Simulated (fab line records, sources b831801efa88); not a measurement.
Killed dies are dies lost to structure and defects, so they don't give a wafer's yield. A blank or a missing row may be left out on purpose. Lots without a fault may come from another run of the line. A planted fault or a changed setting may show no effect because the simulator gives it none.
A struck lot beside a sound one | flow sky130 | 15 steps out of a route of 708
Sound: wafers L545.3, L545.4, L545.6. Struck: wafers L553.1, L553.5, L553.6. The cause comes at the end.
At each step with rows: each side's tool, then ch and its chambers, then its first start. Under that, the readings that differ: sound wafers | struck wafers | difference of the means | sigmas: that difference in standard deviations of wafers without a fault.
alike: readings whose means differ by less than 2 such deviations, and words and numbers that are the same on both sides. not compared: withheld readings, readings that some wafer has no value for, bounds like >300 that may hide the same value, and numbers for which the record gives no deviation and whose values overlap.
The two part at a step that has a row with sigmas, a row that says differs or no value, or rows on one side only. Numbers that don't overlap but have no deviation are shown without sigmas and don't part them. A reading that every wafer of one side lacks parts them only if that side has two wafers or more.

SKY_FIELD_ISO_THK_MEAS_02:
  sound on film_metro-04, day 2 17:39; struck on film_metro-02, day 4 09:42
  alike: FIELD_ISO_OXIDATION_00_THK
then, 1 step without rows for these wafers: SKY_FIELD_ISO_CVD_03 (deposits Si3N4 from DCS/NH3, target thk 165 nm, time 2830 s).
SKY_FIELD_ISO_THK_MEAS_04:
  sound on film_metro-04, day 2 19:52; struck on film_metro-03, day 4 11:33
  alike: FIELD_ISO_CVD_03_THK
then, 8 steps without rows for these wafers: SKY_FIELD_ISO_DEHYDRATE_05 (time 60 s); SKY_FIELD_ISO_HMDS_06 (prime time 60 s); SKY_FIELD_ISO_COAT_07 (resist thk 60 nm); SKY_FIELD_ISO_COAT_08 (resist thk 450 nm); SKY_FIELD_ISO_SOFTBAKE_09 (time 90 s); SKY_FIELD_ISO_EXPOSE_10 (exposes mask FOM, target cd 150 nm); SKY_FIELD_ISO_PEB_11; SKY_FIELD_ISO_DEVELOP_12 (develop time 60 s).
SKY_FIELD_ISO_CD_MEAS_13: target cd 150 nm.
  sound on cd_sem-01, day 3 11:23; struck on cd_sem-02, day 5 04:55
  alike: cd_nm
SKY_FIELD_ISO_ETCH_14: etches BARC in N2/H2, stops on SiO2, time 45.9 s, target depth 60 nm.
  sound on rie_diel-01 ch 0,2,3, day 3 11:28; struck on rie_diel-04 ch 0,1, day 5 05:02
  reading                                          | sound             | struck            | difference | sigmas
  bias_w (W)                                       | 100.3 99.8 100.8  | 83.3 83.2 83.4    | -17.0      | -52
  model.KrF-thick_of_FIELD_ISO_COAT_08.thk_nm (nm) | 392.3 391.3 392.8 | 394.9 396.2 394.9 | +3.2       |
  alike: chamber_pressure_mTorr, drypump_motor_current_A, oes_product_au, throttle_valve_pct
  not compared: rf_hours_counter_h
SKY_FIELD_ISO_ETCH_15: etches the open film in CHF3/O2, stops on Si, target depth 180 nm, time 72 s.
  sound on rie_diel-01 ch 0,2,3, day 3 11:31; struck on rie_diel-04 ch 0,1, day 5 05:05
  alike: bias_w, chamber_pressure_mTorr, drypump_motor_current_A, oes_product_au, throttle_valve_pct
  not compared: rf_hours_counter_h
-- the record jumps here: 44 days lie between the struck wafers' starts before and after (it left off in module FIELD_ISO and takes up again in module PAD_OPEN, whose first step shown is number 708 of the route) --
SKY_PAD_OPEN_PROBE_99:
  the record has rows for the struck wafers here (prober-02, day 49 05:07) and none for the sound ones

WHERE THEY PART
First at SKY_FIELD_ISO_ETCH_14; last, within this record, at SKY_PAD_OPEN_PROBE_99.

WHY: what the simulator had put in
Process parameter drift: rie_diel-04, from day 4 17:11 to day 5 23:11, at SKY_FIELD_ISO_ETCH_14. Setting bias_w, moved by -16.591, from 100. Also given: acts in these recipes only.
